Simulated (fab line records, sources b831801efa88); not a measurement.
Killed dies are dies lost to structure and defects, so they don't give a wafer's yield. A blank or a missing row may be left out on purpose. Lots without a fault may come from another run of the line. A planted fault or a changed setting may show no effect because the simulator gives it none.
Which tool did it? | flow gf180mcu | 13 lots, 39 wafers sampled, at 5 steps of a route of 602

WHAT THE GAUGES READ, wafer by wafer
GF_STI_THK_MEAS_22.
lot  | measured    | on            | STI_OXIDATION_01_THK (nm)
L136 | day 2 09:04 | film_metro-03 | 14.93 14.93 14.92
L141 | day 3 11:02 | film_metro-04 | 14.56 14.63 14.64
L143 | day 4 00:05 | film_metro-03 | 15.04 15.24 15.13
L144 | day 4 03:59 | film_metro-01 | 15.36 15.33 15.41
L146 | day 4 17:25 | film_metro-04 | 15.27 15.47 15.35
L147 | day 4 21:28 | film_metro-01 | 15.63 15.28 15.44
L150 | day 5 13:37 | film_metro-04 | 14.90 14.76 14.59
L152 | day 5 22:55 | film_metro-04 | 14.92 15.05 15.21
L153 | day 6 03:24 | film_metro-04 | 14.72 14.67 14.73
L154 | day 6 08:46 | film_metro-01 | 14.67 14.85 14.77
L155 | day 6 15:01 | film_metro-04 | 15.32 14.98 14.86
L156 | day 6 16:08 | film_metro-04 | 15.06 14.86 14.83
L157 | day 6 21:13 | film_metro-03 | 14.74 14.70 14.83

GF_MVSD_OVL_MEAS_07.
lot  | measured    | on         | MVSD_OVL (nm)
L136 | day 4 13:37 | overlay-01 | 0.2 -0.9 -3.0
L141 | day 5 21:40 | overlay-02 | 3.1 0.8 2.7
L143 | day 6 15:40 | overlay-01 | -0.4 -0.2 0.4
L144 | day 6 16:07 | overlay-02 | 1.0 1.2 2.1
L146 | day 7 09:39 | overlay-02 | -0.7 1.4 -1.6
L147 | day 7 14:34 | overlay-01 | 0.1 1.1 -0.2
L150 | day 8 12:21 | overlay-02 | 0.9 0.7 1.4
L152 | day 8 16:04 | overlay-01 | -0.3 -0.5 0.1
L153 | day 8 20:58 | overlay-01 | 1.3 0.1 -1.3
L154 | day 9 04:16 | overlay-01 | 0.3 0.4 3.5
L155 | day 9 10:13 | overlay-01 | 1.4 0.8 0.2
L156 | day 9 12:15 | overlay-01 | 0.8 1.6 0.6
L157 | day 9 18:58 | overlay-02 | 0.5 0.9 1.3

GF_VT_IMPLANT_RS_MEAS_47: measures by four-point-probe.
lot  | measured     | on            | NWELL_RS (ohm/sq)
L136 | day 7 14:32  | film_metro-03 | 488.5 487.8 488.6
L141 | day 9 05:31  | film_metro-02 | 486.4 484.6 486.3
L143 | day 10 02:32 | film_metro-03 | 487.5 488.1 488.8
L144 | day 10 03:47 | film_metro-03 | 485.2 486.4 487.3
L146 | day 10 23:13 | film_metro-03 | 488.4 487.4 487.7
L147 | day 11 05:28 | film_metro-02 | 488.0 488.0 487.7
L150 | day 12 05:59 | film_metro-02 | 488.7 486.5 489.0
L152 | day 12 10:20 | film_metro-03 | 479.0 481.5 481.2
L153 | day 12 16:37 | film_metro-02 | 491.2 490.0 489.5
L154 | day 13 00:44 | film_metro-03 | 482.2 480.6 480.3
L155 | day 13 07:59 | film_metro-03 | 476.4 477.7 477.4
L156 | day 13 10:47 | film_metro-02 | 486.5 486.5 485.3
L157 | day 13 18:06 | film_metro-02 | 485.4 485.6 485.5

WHICH TOOL RAN EACH LOT (tool, then ch and the chambers of the sampled wafers, then the start)
lot  | GF_NWELL_IMPLANT_09            | GF_LVPWELL_STRIP_10
L136 | implanter-04 ch 0, day 3 12:47 | plasma_asher-03 ch 0,1, day 4 01:11
L141 | implanter-04 ch 0, day 4 17:26 | plasma_asher-01 ch 0,1, day 5 07:47
L143 | implanter-04 ch 0, day 5 10:43 | plasma_asher-04 ch 0,1, day 6 00:26
L144 | implanter-02 ch 0, day 5 11:02 | plasma_asher-03 ch 0,1, day 6 01:08
L146 | implanter-02 ch 0, day 6 03:11 | plasma_asher-04 ch 1, day 6 18:23
L147 | implanter-04 ch 0, day 6 07:36 | plasma_asher-03 ch 0,1, day 6 22:47
L150 | implanter-02 ch 0, day 7 03:35 | plasma_asher-03 ch 0,1, day 7 19:56
L152 | implanter-02 ch 0, day 7 08:07 | plasma_asher-04 ch 0,1, day 8 00:05
L153 | implanter-04 ch 0, day 7 12:51 | plasma_asher-03 ch 0,1, day 8 04:51
L154 | implanter-02 ch 0, day 7 19:29 | plasma_asher-04 ch 1, day 8 12:33
L155 | implanter-02 ch 0, day 8 00:56 | plasma_asher-03 ch 0,1, day 8 17:29
L156 | implanter-04 ch 0, day 8 02:59 | plasma_asher-03 ch 0,1, day 8 19:24
L157 | implanter-04 ch 0, day 8 08:37 | plasma_asher-01 ch 0, day 9 01:17
- GF_NWELL_IMPLANT_09
- GF_LVPWELL_STRIP_10: strips in O2/N2.

WHAT THE TOOLS THEMSELVES READ (means of the sampled wafers that have a number; where no wafer has one, the mark that the record gives instead)
GF_NWELL_IMPLANT_09.
lot  | tool         | end_station_pressure_torr (Torr) | tilt_deg (degrees)
L136 | implanter-04 | 4.87e-06                         | -0.009
L141 | implanter-04 | 5.19e-06                         | -0.018
L143 | implanter-04 | 4.92e-06                         | -0.009
L144 | implanter-02 | 5.19e-06                         | 0.025
L146 | implanter-02 | 4.76e-06                         | 0.009
L147 | implanter-04 | 4.98e-06                         | -0.025
L150 | implanter-02 | 4.89e-06                         | 0.011
L152 | implanter-02 | 5.19e-06                         | 2.753
L153 | implanter-04 | 5.31e-06                         | 0.010
L154 | implanter-02 | 5.04e-06                         | 2.726
L155 | implanter-02 | 5.26e-06                         | 2.774
L156 | implanter-04 | 4.87e-06                         | -0.015
L157 | implanter-04 | 5.11e-06                         | -0.012

GF_LVPWELL_STRIP_10.
lot  | tool            | drypump_motor_current_A (A) | heater_power_w (W) | oes_product_au (a.u.) | strip_time_to_endpoint_s (s)
L136 | plasma_asher-03 | 5.0                         | 329                | 0.725                 | 36.94
L141 | plasma_asher-01 | 5.8                         | 347                | 0.728                 | 36.98
L143 | plasma_asher-04 | 5.7                         | 316                | 0.716                 | 36.94
L144 | plasma_asher-03 | 4.9                         | 317                | 0.720                 | 37.02
L146 | plasma_asher-04 | 6.0                         | 294                | 0.724                 | 36.87
L147 | plasma_asher-03 | 5.0                         | 312                | 0.724                 | 37.02
L150 | plasma_asher-03 | 5.0                         | 313                | 0.720                 | 36.74
L152 | plasma_asher-04 | 5.7                         | 314                | 0.724                 | 36.85
L153 | plasma_asher-03 | 4.9                         | 310                | 0.720                 | 36.95
L154 | plasma_asher-04 | 6.0                         | 302                | 0.719                 | 36.95
L155 | plasma_asher-03 | 5.0                         | 314                | 0.723                 | 36.96
L156 | plasma_asher-03 | 5.0                         | 315                | 0.728                 | 36.97
L157 | plasma_asher-01 | 5.6                         | 339                | 0.722                 | 36.85

THE ANSWER, worked out from the rows above alone
Rule: what is usual is taken from the lots themselves. Put in order of their means at a reading, lots are off if they are a third of the lots or fewer, leave a main group of 4 or more, and stand apart from it by a gap of 3 or more times the standard deviation of the main group's means; of several such gaps the widest counts. A main group whose means are all the same, to the digits that the tables above print for the reading, isn't used. A lot without any number at a reading at which 4 lots or more have one is off too. The other lots that the step has rows for count as sound. The gauges are gone through in route order, then the tools' own readings, and for those a lot's mean is taken as printed above. The first step at which some lot is off is used, and at that step the reading that is off furthest; a lot without a number counts as furthest.
Off: L152, L154, L155, at GF_VT_IMPLANT_RS_MEAS_47 (NWELL_RS). The main group: mean 487.4 ohm/sq, standard deviation 1.4.
A tool fits if, at a process step before that reading, it ran every lot that is off, and no sound lot after the first of them. The gauges at GF_VT_IMPLANT_RS_MEAS_47 aren't tried: what is off there is off at GF_NWELL_IMPLANT_09 too, on other tools, and a gauge's error can't cause that. One fits: implanter-02 at GF_NWELL_IMPLANT_09. Its last sound lot is L150 (day 7 03:35), its first lot that is off L152 (day 7 08:07): a fault that began between those two fits.
The tool's own readings at GF_NWELL_IMPLANT_09 bear it out: on the lots that are off they differ by more than 5 times the standard deviation of the sound lots' means. tilt_deg reads 2.751 degrees there against -0.003 degrees on the sound lots.

WHAT THE SIMULATOR HAD PUT IN
Process parameter drift: implanter-02, from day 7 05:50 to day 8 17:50, at GF_NWELL_IMPLANT_09. Setting tilt_deg, moved by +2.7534, from 0. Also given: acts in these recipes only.
Lots struck among those shown: L152, L154, L155. The rule above found the same.
